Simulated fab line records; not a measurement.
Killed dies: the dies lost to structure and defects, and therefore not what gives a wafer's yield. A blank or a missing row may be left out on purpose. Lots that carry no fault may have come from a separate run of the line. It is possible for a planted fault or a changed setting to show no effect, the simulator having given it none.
fab line records | flow sky130
record: lots: 12 wafers: 36 last_day: 50
route steps=708 shown VT_ADJUST_LVTN@117 SONOS_ONO@170 POLY_GATE@232 LDD_P@263
lots untouched by any fault: they come from a run of this same line in which no faults occurred
start_h: the number of hours between the record's first day and the start of the first shown wafer of the lot | wait_h: time in hours since the lot's previous step | " as in the row above | L1.1+2: several wafers, shown together as one row | - either no value or no given start | * or withheld: withheld | < > ~ a bound
route shown NAME@n: a module of which the file shows steps, and the number in the route of the first | usual: the fault-free wafers' mean and standard deviation | same: alike in all rows | chamber/n: place in a boat | sites: each site's reading | _std_site: how widely they spread, as a standard deviation | _edge_site: inner sites' mean taken away from outer sites' mean | radius_mm: how far each site lies from the wafer's centre | mask NAME#n: copy n | behind: the most recent tool/chamber to have shaped the wafer | hold: what put the lot on hold/how long, in hours/how the hold closed | device: whichever transistor did not switch (one of n, p or np) | end of line: tests run on the same wafers once the route is complete | a step given without rows: its recipe and nothing more | killed: count of dies lost to structure and defects at first sort (not the wafer's yield) | map: the dies of a wafer, with x for killed, . for not killed, _ for no die there
set.NAME: setting as actually run; set.NAME@STEP: the setting as run at that earlier step | model.NAME: the simulator's own value behind a step, which no gauge read
the route's steps for a sample of lots (tables are steps, rows are wafers)
services: a tool's chamber out of use, with start hour (start_h, from the record's first day; less than 0 if before it), hours out, and reason
== steps ==
step: SKY_VT_ADJUST_LVTN_STRIP_20
recipe: chemistry: O2/N2 power_w: 1400 pressure_mtorr: 1500 platen_temp_c: withheld o2_flow_sccm: 3000 n2_flow_sccm: 300 overash_fraction: 0.5
usual: drypump_motor_current_A: 5.6/0.46 oes_product_au: 0.716/0.0045 strip_time_to_endpoint_s: 14.26/0.031
columns lot.wafer tool chamber start_h wait_h drypump_motor_current_A oes_product_au rf_hours_counter_h strip_time_to_endpoint_s
L518.2 plasma_asher-02 1 158.78 0.1 5.2 0.709 36 14.26
L518.4 " 1 " " 5.2 0.721 - 14.26
L518.5 " 1 " " 5.2 0.718 - 14.27
L519.1 plasma_asher-02 1 163.43 0.1 5.2 0.719 36 14.30
L519.2 " 0 " " 5.1 0.711 36 14.29
L519.3 " 0 " " 5.1 0.724 - 14.30
L520.1 plasma_asher-02 0 172.58 0.1 5.2 0.716 37 14.26
L520.2 " 1 " " 5.2 0.725 37 14.26
L520.6 " 1 " " 5.2 0.710 - 14.24
L521.2 plasma_asher-03 0 181.46 0.1 6.3 0.717 49 14.27
L521.4 " 1 " " 5.9 0.705 - 14.26
L521.6 " 0 " " 6.3 0.712 - 14.29
L531.1 plasma_asher-03 1 254.88 0.1 5.9 0.715 56 14.28
L531.3 " 1 " " 5.9 0.717 - 14.27
L531.6 " 0 " " 6.4 0.718 - 14.29
L530.1 plasma_asher-02 0 255.83 0.1 5.2 0.719 45 14.29
L530.2 " 1 " " 5.2 0.714 45 14.29
L530.5 " 1 " " 5.2 0.719 - 14.30
L533.1 plasma_asher-01 1 266.38 0.1 6.2 0.715 13 14.21
L533.4 " 0 " " 5.4 0.714 - 14.26
L533.5 " 1 " " 6.2 0.718 - 14.25
L534.3 plasma_asher-01 1 274.81 0.1 6.2 0.715 - 14.23
L534.5 " 1 " " 6.2 0.718 - 14.20
L534.6 " 0 " " 5.4 0.716 - 14.18
L535.2 plasma_asher-02 0 280.88 0.1 5.1 0.720 47 14.28
L535.3 " 0 " " 5.1 0.717 - 14.25
L535.6 " 0 " " 5.1 0.718 - 14.28
L539.3 plasma_asher-03 1 308.06 0.1 5.9 0.716 - 14.24
L539.4 " 0 " " 6.3 0.717 - 14.25
L539.6 " 0 " " 6.3 0.715 - 14.29
L540.1 plasma_asher-02 1 318.71 0.1 5.2 0.711 52 14.25
L540.2 " 0 " " 5.2 0.715 52 14.20
L540.3 " 0 " " 5.2 0.718 - 14.23
L541.2 plasma_asher-01 0 319.36 0.1 5.4 0.714 18 14.29
L541.4 " 0 " " 5.4 0.714 - 14.27
L541.5 " 0 " " 5.4 0.722 - 14.27
step: SKY_SONOS_ONO_CVD_02
recipe: material: Si3N4 precursor: DCS/NH3 target_thk_nm: 10.5 temp_c: 770 time_s: 180 pressure_mtorr: 250
usual: pressure_mtorr: 250.1/0.49 zone_power_bottom_pct: 20.51/0.21
columns lot.wafer tool chamber start_h wait_h pressure_mtorr zone_power_bottom_pct
L518.2 lpcvd-02 1 252.41 0.0 249.6 20.62
L518.4 " 1 " " 250.1 20.05
L518.5 " 1 " " 249.7 20.51
L519.1 lpcvd-02 1 257.38 1.3 250.2 20.44
L519.2 " 1 " " 250.5 20.34
L519.3 " 1 " " 250.3 20.46
L520.1 lpcvd-02 0 267.49 0.1 200.5 20.54
L520.2 " 0 " " 201.2 20.38
L520.6 " 0 " " 200.3 20.71
L521.2 lpcvd-02 0 279.84 2.7 200.2 20.27
L521.4 " 0 " " 200.0 20.48
L521.6 " 0 " " 199.6 20.57
L530.1 lpcvd-02 1 364.62 1.2 249.7 20.41
L530.2 " 1 " " 250.7 20.78
L530.5 " 1 " " 249.8 20.54
L531.1 lpcvd-02 0 364.62 1.2 249.7 20.50
L531.3 " 0 " " 250.3 20.43
L531.6 " 0 " " 249.6 20.58
L533.1 lpcvd-02 0 379.82 0.1 250.1 20.35
L533.4 " 0 " " 249.3 20.69
L533.5 " 0 " " 250.0 20.71
L534.3 lpcvd-02 0 388.37 2.8 250.4 20.12
L534.5 " 0 " " 249.9 20.55
L534.6 " 0 " " 249.8 20.50
L535.2 lpcvd-02 1 391.94 0.0 250.1 20.29
L535.3 " 1 " " 250.4 20.20
L535.6 " 1 " " 250.1 20.55
L539.3 lpcvd-02 0 424.73 1.8 250.9 20.30
L539.4 " 0 " " 251.4 20.41
L539.6 " 0 " " 250.8 20.35
L540.1 lpcvd-02 0 436.77 0.1 249.6 20.48
L540.2 " 0 " " 249.9 20.57
L540.3 " 0 " " 249.4 20.36
L541.2 lpcvd-02 0 436.77 0.0 249.7 20.30
L541.4 " 0 " " 250.3 20.55
L541.5 " 0 " " 249.4 20.41
step: SKY_SONOS_ONO_THK_MEAS_03
recipe: reads: Si3N4_of_SONOS_ONO_CVD_02
usual: SONOS_ONO_CVD_02_THK: 10.50/0.16
columns lot.wafer tool chamber start_h wait_h hold SONOS_ONO_CVD_02_THK[nm]
L518.2 film_metro-01 - 253.47 0.0 - 10.57
L518.4 " - " " - 10.67
L518.5 " - " " - 10.55
L519.1 film_metro-01 - 258.43 0.0 - 10.60
L519.2 " - " " - 10.55
L519.3 " - " " - 10.72
L520.1 film_metro-01 - 268.54 0.0 await_dispo/0.2h/release 9.81
L520.2 " - " " await_dispo/0.2h/release 9.76
L520.6 " - " " await_dispo/0.2h/release 9.68
L520.1 film_metro-01 - 268.77 0.2 - 9.76
L520.2 " - " " - 9.71
L520.6 " - " " - 9.72
L521.2 film_metro-04 - 280.90 0.0 await_dispo/0.2h/release 10.01
L521.4 " - " " await_dispo/0.2h/release 9.99
L521.6 " - " " await_dispo/0.2h/release 10.10
L521.2 film_metro-04 - 281.12 0.2 - 9.98
L521.4 " - " " - 9.96
L521.6 " - " " - 10.05
L530.1 film_metro-01 - 365.67 0.0 - 10.68
L530.2 " - " " - 10.63
L530.5 " - " " - 10.52
L531.1 film_metro-04 - 365.67 0.0 - 10.77
L531.3 " - " " - 10.75
L531.6 " - " " - 10.70
L533.1 film_metro-01 - 380.87 0.0 - 10.46
L533.4 " - " " - 10.47
L533.5 " - " " - 10.43
L534.3 film_metro-02 - 389.44 0.0 - 10.60
L534.5 " - " " - 10.59
L534.6 " - " " - 10.63
L535.2 film_metro-04 - 393.00 0.0 - 10.62
L535.3 " - " " - 10.58
L535.6 " - " " - 10.58
L539.3 film_metro-02 - 425.80 0.0 - 10.62
L539.4 " - " " - 10.57
L539.6 " - " " - 10.66
L540.1 film_metro-02 - 437.82 0.0 - 10.22
L540.2 " - " " - 10.45
L540.3 " - " " - 10.42
L541.2 film_metro-04 - 437.83 0.0 - 10.56
L541.4 " - " " - 10.48
L541.5 " - " " - 10.41
step: SKY_POLY_GATE_STRIP_18
recipe: chemistry: O2/N2 power_w: 1400 pressure_mtorr: 1500 platen_temp_c: withheld o2_flow_sccm: 3000 n2_flow_sccm: 300 overash_fraction: 0.5
usual: drypump_motor_current_A: 5.6/0.46 oes_product_au: 0.360/0.0046 strip_time_to_endpoint_s: 3.14/0.036
columns lot.wafer tool chamber start_h wait_h drypump_motor_current_A oes_product_au rf_hours_counter_h strip_time_to_endpoint_s
L518.2 plasma_asher-03 0 368.37 0.0 6.3 0.363 66 3.13
L518.4 " 1 " " 5.9 0.360 - 3.13
L518.5 " 1 " " 5.9 0.352 - 3.15
L519.1 plasma_asher-04 1 374.42 0.0 5.6 0.356 67 3.10
L519.2 " 0 " " 6.2 0.354 67 3.12
L519.3 " 0 " " 6.2 0.368 - 3.18
L520.1 plasma_asher-02 1 390.01 0.1 5.2 0.356 59 3.14
L520.2 " 0 " " 5.1 0.355 59 3.08
L520.6 " 0 " " 5.2 0.362 - 3.08
L521.2 plasma_asher-03 0 399.77 0.0 6.3 0.361 69 3.06
L521.4 " 0 " " 6.3 0.361 - 3.11
L521.6 " 0 " " 6.3 0.355 - 3.17
L530.1 plasma_asher-02 0 494.47 0.0 5.2 0.352 71 3.09
L530.2 " 1 " " 5.2 0.355 71 3.12
L530.5 " 1 " " 5.2 0.351 - 3.10
L531.1 plasma_asher-03 1 494.93 0.0 5.9 0.366 4 3.18
L531.3 " 0 " " 6.3 0.351 - 3.16
L531.6 " 1 " " 5.9 0.361 - 3.13
L533.1 plasma_asher-04 1 528.58 0.0 5.5 0.364 83 3.10
L533.4 " 0 " " 6.2 0.355 - 3.14
L533.5 " 1 " " 5.5 0.361 - 3.13
L535.2 plasma_asher-02 0 530.92 0.0 5.2 0.355 74 3.10
L535.3 " 1 " " 5.2 0.361 - 3.16
L535.6 " 0 " " 5.1 0.356 - 3.21
L534.3 plasma_asher-04 0 531.22 0.1 6.2 0.359 - 3.12
L534.5 " 1 " " 5.6 0.362 - 3.12
L534.6 " 0 " " 6.2 0.366 - 3.16
L539.3 plasma_asher-02 0 554.76 0.1 5.1 0.363 - 3.17
L539.4 " 1 " " 5.2 0.359 - 3.12
L539.6 " 0 " " 5.1 0.357 - 3.21
L540.1 plasma_asher-04 1 569.00 0.0 5.5 0.360 87 3.10
L540.2 " 0 " " 6.2 0.367 87 3.14
L540.3 " 0 " " 6.3 0.358 - 3.14
L541.2 plasma_asher-02 0 570.72 0.0 5.1 0.357 78 3.18
L541.4 " 1 " " 5.2 0.366 - 3.20
L541.5 " 1 " " 5.2 0.356 - 3.13
step: SKY_LDD_P_OVL_MEAS_08
usual: LDD_P_OVL: -0.2/1.3
columns lot.wafer tool chamber start_h wait_h LDD_P_OVL[nm]
L518.2 overlay-01 - 435.25 0.1 -0.6
L518.4 " - " " -0.8
L518.5 " - " " -2.4
L519.1 overlay-02 - 441.63 0.1 0.3
L519.2 " - " " 0.2
L519.3 " - " " 0.7
L520.1 overlay-01 - 454.41 0.1 0.1
L520.2 " - " " 0.5
L520.6 " - " " -0.9
L521.2 overlay-01 - 463.87 0.1 -2.7
L521.4 " - " " -3.1
L521.6 " - " " -3.6
L530.1 overlay-01 - 557.31 0.1 -3.5
L530.2 " - " " -1.3
L530.5 " - " " -2.4
L531.1 overlay-01 - 559.04 0.1 -0.6
L531.3 " - " " -1.1
L531.6 " - " " 1.0
L533.1 overlay-02 - 590.59 0.1 -1.9
L533.4 " - " " -0.7
L533.5 " - " " -1.4
L535.2 overlay-01 - 592.32 0.1 0.8
L535.3 " - " " -0.6
L535.6 " - " " 0.7
L534.3 overlay-01 - 593.40 0.1 -1.1
L534.5 " - " " -0.1
L534.6 " - " " -0.9
L539.3 overlay-02 - 616.22 0.1 0.0
L539.4 " - " " 1.1
L539.6 " - " " 1.9
L540.1 overlay-01 - 631.39 0.1 0.2
L540.2 " - " " -0.6
L540.3 " - " " -1.9
L541.2 overlay-02 - 634.05 0.1 0.6
L541.4 " - " " 2.5
L541.5 " - " " 1.1
== services ==
columns tool chamber start_h hours kind
plasma_asher-04 - 159.48 1.5 repair
lpcvd-02 - 188.97 1.6 repair
plasma_asher-01 - 201.45 14.6 pm
plasma_asher-02 - 238.85 1.7 repair
plasma_asher-02 - 281.11 0.3 repair
plasma_asher-03 - 289.90 7.0 repair
plasma_asher-01 - 377.05 0.9 repair
plasma_asher-03 - 421.25 9.0 pm
plasma_asher-03 0 421.25 9.0 vent_cycle
plasma_asher-03 1 421.25 9.0 vent_cycle
plasma_asher-03 0 430.25 - clean
plasma_asher-03 1 430.25 - clean
plasma_asher-01 - 437.47 4.3 pm
plasma_asher-03 - 439.66 22.2 repair
plasma_asher-03 - 463.42 3.4 repair
plasma_asher-04 - 480.54 1.2 repair
plasma_asher-02 - 506.94 2.8 pm
plasma_asher-03 - 527.49 4.7 repair
plasma_asher-01 - 529.21 0.6 repair
== key ==
first_sign: step: SKY_SONOS_ONO_CVD_02 reading: pressure_mtorr direction: down sigmas: 99+ usual: 250.1 struck: 200.3
effect: step: SKY_SONOS_ONO_THK_MEAS_03 reading: visit direction: added
met_at SKY_SONOS_ONO_CVD_02
struck_lots L520,L521
tester_left_out L520,L521
not_acting_at SKY_VT_ADJUST_LVTN_STRIP_20,SKY_POLY_GATE_STRIP_18,SKY_LDD_P_OVL_MEAS_08
onset_between 257.38 267.49
fault: kind: process_parameter_drift tool: lpcvd-02 chamber: - onset_h: 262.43 steps: SKY_SONOS_ONO_CVD_02 channel: pressure_mtorr offset: -50 shape: step end_h: 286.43 acts_in: these_recipes_only stated: 250
tester_left_out: of these lots the tester's yield and bins aren't shown, on N5 and GAA mostly nor the transistor test; their killed dies are dies lost to structure and defects alone, not to doping, threshold or leakage, so they don't give the yield
